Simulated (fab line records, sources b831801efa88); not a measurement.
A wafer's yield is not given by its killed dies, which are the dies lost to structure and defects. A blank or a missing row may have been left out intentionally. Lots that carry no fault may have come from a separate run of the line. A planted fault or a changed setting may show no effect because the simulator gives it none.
Comparing a struck lot with a sound one    flow gf180mcu    15 steps out of a route of 602
Sound: these wafers, L509.1, L509.4, L509.6. The struck wafers were L516.4, L516.5, L516.6. The cause is given at the end.
For every step that has rows: the tool of each side, followed by ch and its chambers, followed by its first start. Under that, the readings that differ: sound wafers    struck wafers    difference of the means    sigmas: that difference in standard deviations of wafers without a fault.
alike: readings with means less than 2 such deviations apart, plus words and numbers identical on both sides. not compared: withheld readings, readings lacking a value on some wafer, bounds such as >300 that could conceal the same value, and numbers that have no deviation in the record and whose values overlap.
A row with sigmas, a row that says differs or no value, or rows on one side alone: a step with any of these is where the two part. Numbers that have no deviation but don't overlap get no sigmas and don't part them. Lack of a reading on every wafer of one side parts them only where that side has two or more wafers.

GF_V1_OVL_MEAS_15:
  sound on overlay-01, day 18 13:26; struck on overlay-01, day 21 07:11
  alike: V1_OVL
GF_V1_ETCH_16: etches BARC in N2/H2.
  sound on rie diel-03 ch 0,2, day 18 13:28; struck on rie diel-03 ch 0,2,3, day 21 07:13
  alike: drypump motor current A, oes product au, throttle valve pct
GF_V1_ETCH_17: etches SiO2 in C4F8/O2/Ar, stops on TiN, target depth 630 nm.
  sound on rie diel-03 ch 0,2; struck on rie diel-03 ch 0,2,3
  alike: oes product au
GF_V1_STRIP_18: strips in O2/N2.
  sound on plasma asher-02 ch 0,1, day 18 13:35; struck on plasma asher-04 ch 0,1, day 21 07:22
  alike: drypump motor current A, heater power w, oes product au
  not compared: rf hours counter h
then, 2 steps without rows for these wafers: GF_V1_STRIP_19 (strips in post etch residue remover, time 1200 s); GF_V1_CLEAN_20 (cleans in DIW).
GF_V1_SPUTTER_21: material Ti, target thk 15 nm, time 80.02 s.
  sound on pvd sputter-01, day 18 14:09; struck on pvd sputter-03, day 21 07:56
  alike: chamber pressure pa, throttle valve pct
GF_V1_SPUTTER_22: material TiN, target thk 10 nm, time 40 s.
  sound on pvd sputter-01, day 18 14:13; struck on pvd sputter-03, day 21 08:00
  alike: chamber pressure pa, throttle valve pct
then, 1 step without rows for these wafers: GF_V1_CVD_23 (deposits W, target thk 350 nm, time 105.05 s).
GF_V1_RS_MEAS_24: measures by four-point-probe.
  sound on film metro-03, day 18 14:22; struck on film metro-02, day 21 08:15
  alike: V1_W_RS
GF_V1_THK_MEAS_25: measures by xrf.
  sound on film metro-03, day 18 14:29; struck on film metro-02, day 21 08:20
  alike: V1_W_THK
then, 1 step without rows for these wafers: GF_V1_CMP_26 (polishes, stops on SiO2, t overpolish 15 s, target thk 0 nm).
GF_M2_SPUTTER_00: material Ti, target thk 37.5 nm, time 150 s.
  sound on pvd sputter-03, day 18 14:50; struck on pvd sputter-04, day 21 08:40
reading                                sound              struck             difference  sigmas
chamber pressure pa (Pa)               2.001 1.997 1.996  2.200 2.203 2.206  +0.205      +54
throttle valve pct (%)                 30.3 30.2 29.7     27.3 29.5 26.0     -2.5        -2
model.Ti_of_M2_SPUTTER_00.thk nm (nm)  37.42 37.3 37.1    35.52 35.39 35.84  -1.69       
then, 2 steps without rows for these wafers: GF_M2_SPUTTER_01 (material TiN, target thk 30 nm, time 25 s); GF_PASSIVATION_PROBE_99.

== WHERE THEY PART ==
GF_M2_SPUTTER_00 only, going by this record.

WHY: whatever the simulator had introduced
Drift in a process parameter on pvd sputter-04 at GF_M2_SPUTTER_00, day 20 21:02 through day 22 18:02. Setting chamber pressure pa, moved by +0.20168, from 2. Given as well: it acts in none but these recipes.
